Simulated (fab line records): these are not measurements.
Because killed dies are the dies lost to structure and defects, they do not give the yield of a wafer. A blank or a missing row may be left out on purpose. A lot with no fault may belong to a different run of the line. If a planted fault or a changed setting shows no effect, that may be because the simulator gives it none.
8D (eight disciplines) problem report, filled in by code :: flow gf180mcu :: the parts of the form that need people (team, actions taken, sign-off) are left out

1. WHAT WENT WRONG
Mean V2_W_RS at GF_V2_RS_MEAS_24: 0.377 ohm/sq over 3 wafers in 3 lots; fault-free wafers: 0.328 ohm/sq, standard deviation 0.0052. Measured from the usual mean, that is +9.4 standard deviations.
The step: measures by four-point-probe.
First seen on wafer L351.4, day 26 10:07, on film_metro-01. Wafers with a number at this step in the record: 43, from 15 lots. Rule for "out", or "out of limits": more than 4 standard deviations from the usual mean. The other wafers with a number count as sound.

2. WHAT IT IS AND WHAT IT IS NOT
question: which readings at this step
is: V2_W_RS
is not: -

question: which lots
is: L351, L352, L353
is not: L335, L336, L337, L338, L339, L340, L341, L342, L344, L346, L348, L357

question: which wafers of those lots
is: L351.4, L352.4, L353.6
is not: L351.2, L351.5, L352.3, L353.2

question: read on which gauges
is: film_metro-01, film_metro-03, film_metro-04
is not: -

question: when
is: from day 26 10:07
is not: up to then (35 sound wafers); but 5 sound wafers of L352, L353, L357 came after

3. WHAT RULES OUT EACH SUSPECT
Counting: a tool at a process step up to the reading stays a suspect if it ran every lot that is out. Sound lots after the first of them don't rule it out here, since some wafers of a struck lot are sound.
- the gauge at GF_V2_RS_MEAS_24 has been ruled out. Those wafers that are out were read across 3 gauges (film_metro-01, film_metro-03, film_metro-04).
- cvd_w-01 at GF_V2_CVD_23 (deposits W, target thk 350 nm, time 104.94 s): kept. It ran every lot that is out, first L351 (day 26 09:59); its last sound lot up to then is L348 (day 25 01:12).
After counting, what remains is cvd_w-01 at GF_V2_CVD_23.

4. THE CAUSE (what the simulator had put in)
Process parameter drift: cvd_w-01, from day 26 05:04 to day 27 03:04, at GF_V2_CVD_23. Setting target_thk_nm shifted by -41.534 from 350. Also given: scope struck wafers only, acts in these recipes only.
This tool alone remained once counting was done.

5. THE EFFECT CHAIN, in route order
Each row: a reading whose mean over the struck wafers that have a number lies more than 3 standard deviations from the usual. Only readings for which the record gives a usual standard deviation are gone through. hours: the time from each lot's start at the first step in this table that gives one to its start at this step, as a median over the lots. sigmas: the change in usual standard deviations.
hours: 0
step: GF_V2_RS_MEAS_24
reading: V2_W_RS
usual: 0.328 ohm/sq
on struck wafers: 0.377
change: +0.049
sigmas: +9.4

hours: 0
step: GF_V2_THK_MEAS_25
reading: V2_W_THK
usual: 356 nm
on struck wafers: 309
change: -47
sigmas: -6.1

hours: 0
step: GF_V2_CMP_26
reading: time_to_endpoint_s
usual: 83 s
on struck wafers: 73
change: -10
sigmas: -3.2
The process steps in it:
- GF_V2_CMP_26: polishes, stops on SiO2, t overpolish 15 s, target thk 0 nm.
Later measuring or inspecting steps at which every struck wafer that the step has a row for has a number for every such reading, and none has moved that far: GF_M3_RS_MEAS_05.

6. HOW IT WOULD HAVE BEEN CAUGHT EARLIER
5 hours passed between the start of the fault at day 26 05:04 and the first reading out of limits at a measuring or inspecting step in this record, taken at day 26 10:07.
An alarm limit of 4 standard deviations would not have fired on the tool readings at GF_V2_CVD_23 for which the record gives a usual standard deviation, since none of them was out on any struck wafer.
Lots out: 3; of these, L352, L353 started GF_V2_CVD_23 on cvd_w-01 after day 26 10:07. A hold on the tool at that time would have spared those 2.
